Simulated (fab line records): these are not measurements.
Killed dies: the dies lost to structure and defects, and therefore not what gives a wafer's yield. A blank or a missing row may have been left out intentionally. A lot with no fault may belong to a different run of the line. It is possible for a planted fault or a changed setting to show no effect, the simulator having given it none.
What tool caused it? | flow gf180mcu | 13 lots with 39 wafers sampled at 2 steps, on a route of 602 steps

WHAT EACH GAUGE READ, for each wafer
GF_SAB_THK_MEAS_01.
lot  | measured     | on            | SAB_CVD_00_THK (nm)
L467 | day 14 05:50 | film-metro-02 | 49.5 49.8 49.0
L468 | day 14 16:19 | film-metro-02 | 50.6 51.6 50.9
L470 | day 15 08:48 | film-metro-03 | 50.9 49.6 49.9
L471 | day 15 12:05 | film-metro-01 | 50.2 49.9 50.4
L473 | day 16 05:13 | film-metro-02 | 49.5 50.9 51.0
L475 | day 16 23:46 | film-metro-02 | 49.0 48.9 49.7
L476 | day 17 09:56 | film-metro-03 | 50.1 50.2 50.3
L477 | day 17 21:35 | film-metro-03 | 49.5 49.9 50.7
L481 | day 19 07:36 | film-metro-01 | 48.5 49.2 49.5
L482 | day 19 13:05 | film-metro-01 | 49.4 50.7 50.4
L487 | day 21 09:35 | film-metro-01 | 50.0 49.2 50.2
L489 | day 21 20:44 | film-metro-01 | 49.8 49.2 49.7
L490 | day 22 12:35 | film-metro-01 | 50.9 49.9 50.5

WHAT TOOL EACH LOT RAN ON (gives the tool, then ch and the chambers of the sampled wafers, and finally the start)
lot  | GF_PSD_STRIP_10
L467 | plasma-asher-03 ch 0,1, day 14 05:17
L468 | plasma-asher-04 ch 0,1, day 14 15:47
L470 | plasma-asher-04 ch 0,1, day 15 08:14
L471 | plasma-asher-02 ch 0,1, day 15 11:32
L473 | plasma-asher-02 ch 1, day 16 04:39
L475 | plasma-asher-03 ch 0,1, day 16 23:12
L476 | plasma-asher-04 ch 0,1, day 17 09:23
L477 | plasma-asher-03 ch 0,1, day 17 21:02
L481 | plasma-asher-03 ch 0,1, day 19 07:03
L482 | plasma-asher-03 ch 0,1, day 19 12:27
L487 | plasma-asher-02 ch 0,1, day 21 09:02
L489 | plasma-asher-03 ch 0,1, day 21 20:11
L490 | plasma-asher-04 ch 0,1, day 22 12:02
- GF_PSD_STRIP_10: strips in O2/N2.

WHAT THE TOOLS THEMSELVES READ (means of the sampled wafers that have a number; where no wafer has one, the mark that the record gives instead)
GF_PSD_STRIP_10.
lot  | tool            | drypump-motor-current-A (A) | heater-power-w (W) | oes-product-au (a.u.) | strip-time-to-endpoint-s (s)
L467 | plasma-asher-03 | 6.0                         | 349                | 0.593                 | 16.56
L468 | plasma-asher-04 | 5.2                         | 328                | 0.591                 | 16.56
L470 | plasma-asher-04 | 5.7                         | 328                | 0.594                 | 16.55
L471 | plasma-asher-02 | 6.2                         | 424                | 0.591                 | 16.56
L473 | plasma-asher-02 | 6.2                         | 453                | 0.588                 | 16.60
L475 | plasma-asher-03 | 5.8                         | 402                | 0.584                 | 16.50
L476 | plasma-asher-04 | 5.2                         | 329                | 0.591                 | 16.55
L477 | plasma-asher-03 | 5.8                         | 397                | 0.582                 | 16.52
L481 | plasma-asher-03 | 5.8                         | 388                | 0.595                 | 16.55
L482 | plasma-asher-03 | 5.8                         | 396                | 0.584                 | 16.57
L487 | plasma-asher-02 | 6.3                         | 402                | 0.592                 | 16.51
L489 | plasma-asher-03 | 5.8                         | 388                | 0.593                 | 16.50
L490 | plasma-asher-04 | 5.7                         | 332                | 0.590                 | 16.54

THE ANSWER, worked out from the rows above alone
Rule: the lots themselves supply what counts as usual. Put in order of their means at a reading, lots are off if they are a third of the lots or fewer, leave a main group of 4 or more, and stand apart from it by a gap of 3 or more times the standard deviation of the main group's means; of several such gaps the widest counts. A main group whose means are all the same, to the digits that the tables above print for the reading, isn't used. A lot without any number at a reading at which 4 lots or more have one is off too. Any other lot the step has rows for is counted as sound. After the gauges, taken in route order, come the tools' own readings; for these a lot's mean is taken, as printed above. At the first step where some lot is off, the reading lying furthest off is the one used; lots without a number count as furthest.
Across all readings shown, no lot is off: no conclusion can be drawn from this.

WHAT HAD BEEN PUT IN BY THE SIMULATOR
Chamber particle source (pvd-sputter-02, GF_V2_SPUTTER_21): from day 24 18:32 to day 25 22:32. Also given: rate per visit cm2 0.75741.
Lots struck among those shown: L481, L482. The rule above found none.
